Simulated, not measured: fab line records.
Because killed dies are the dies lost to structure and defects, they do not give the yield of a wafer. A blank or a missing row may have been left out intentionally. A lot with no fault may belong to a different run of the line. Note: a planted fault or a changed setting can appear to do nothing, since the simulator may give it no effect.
Code-filled problem report in 8D (eight disciplines) form ; flow sky130 ; the parts of the form that need people (team, actions taken, sign-off) are left out

## 1. THE PROBLEM
Wafers without a fault read 800.8 C, standard deviation 0.99; spike_tc_lower_C at SKY_GATE_OXIDE_OXIDATION_16 reads a mean of 766.8 C on 6 wafers belonging to 2 lots. Measured from the usual mean, that is -34 standard deviations.
The step: stabilise 600 s, purge 300 s, target thk 3.57 nm.
Earliest sighting: wafer L269.4 on furnace-01 at day 19 08:19. Wafers with a number at this step in the record: 33, from 11 lots. By rule, "out" or "out of limits" means more than 4 standard deviations away from the usual mean. The rest of the wafers with a number are treated as sound.

## 2. WHAT IT IS, WHAT IT ISN'T
question;is;is not
which readings at this step;spike_tc_lower_C, zone_power_bottom_pct, zone_power_lower_pct;spike_tc_upper_C
which lots;L269, L270;L254, L257, L258, L261, L262, L263, L272, L273, L277
which wafers of those lots;all that have a number;-
read on which tools;furnace-01;furnace-02
when;from day 19 08:19;"up to then (18 sound wafers); but 9 sound wafers of L272, L273, L277 came after"

## 3. THE SUSPECTS, EACH WITH WHAT RULES IT OUT
Counting: a tool stays on the suspect list if, at a process step up to the reading, it processed all lots that are out and no sound lot following the first of them.
- plasma_asher-03 at SKY_SONOS_ONO_STRIP_17 (strips in O2/N2): kept. It ran every lot that is out, first L269 (day 17 19:25), and no sound lot after that.
- furnace-01 at SKY_GATE_OXIDE_OXIDATION_16 (stabilise 600 s, purge 300 s, target thk 3.57 nm): kept. It processed each lot that is out, first L269 at day 19 08:19, and no sound lot thereafter; up to then, the last sound lot it processed was L263 at day 17 00:57. Its own readings are out on those wafers: spike_tc_lower_C, zone_power_bottom_pct, zone_power_lower_pct.
Remaining after the count are plasma_asher-03 at SKY_SONOS_ONO_STRIP_17 and furnace-01 at SKY_GATE_OXIDE_OXIDATION_16.

## 4. THE CAUSE (what the simulator had put in)
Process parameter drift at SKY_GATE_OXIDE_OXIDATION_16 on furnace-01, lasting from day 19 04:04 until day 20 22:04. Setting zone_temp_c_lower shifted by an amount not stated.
After counting, 2 suspects remain, this tool included.

## 5. THE EFFECT CHAIN, in route order
One row per reading whose mean, taken over the struck wafers that have a number, lies over 3 standard deviations from the usual. Only readings for which the record gives a usual standard deviation are gone through. hours: the time from each lot's start at the first step in this table that gives one to its start at this step, as a median over the lots. sigmas: the change in usual standard deviations.
hours;step;reading;usual;on struck wafers;change;sigmas
0;SKY_GATE_OXIDE_OXIDATION_16;spike_tc_bottom_C;816.7 C;823.8;+7.1;+3.6
0;SKY_GATE_OXIDE_OXIDATION_16;spike_tc_centre_C;799.8 C;804.1;+4.3;+4.4
0;SKY_GATE_OXIDE_OXIDATION_16;spike_tc_lower_C;800.8 C;766.8;-34.0;-34
0;SKY_GATE_OXIDE_OXIDATION_16;zone_power_bottom_pct;23.11 %;27.35;+4.24;+16
0;SKY_GATE_OXIDE_OXIDATION_16;zone_power_lower_pct;14.5 %;3.2;-11.3;-9.4
The process steps in it:
- SKY_GATE_OXIDE_OXIDATION_16: stabilise 600 s, purge 300 s, target thk 3.57 nm.

## 6. WHAT WOULD HAVE CAUGHT IT SOONER
In this record the first reading out of limits was taken at day 19 08:19, 4 hours after the fault began at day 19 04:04.
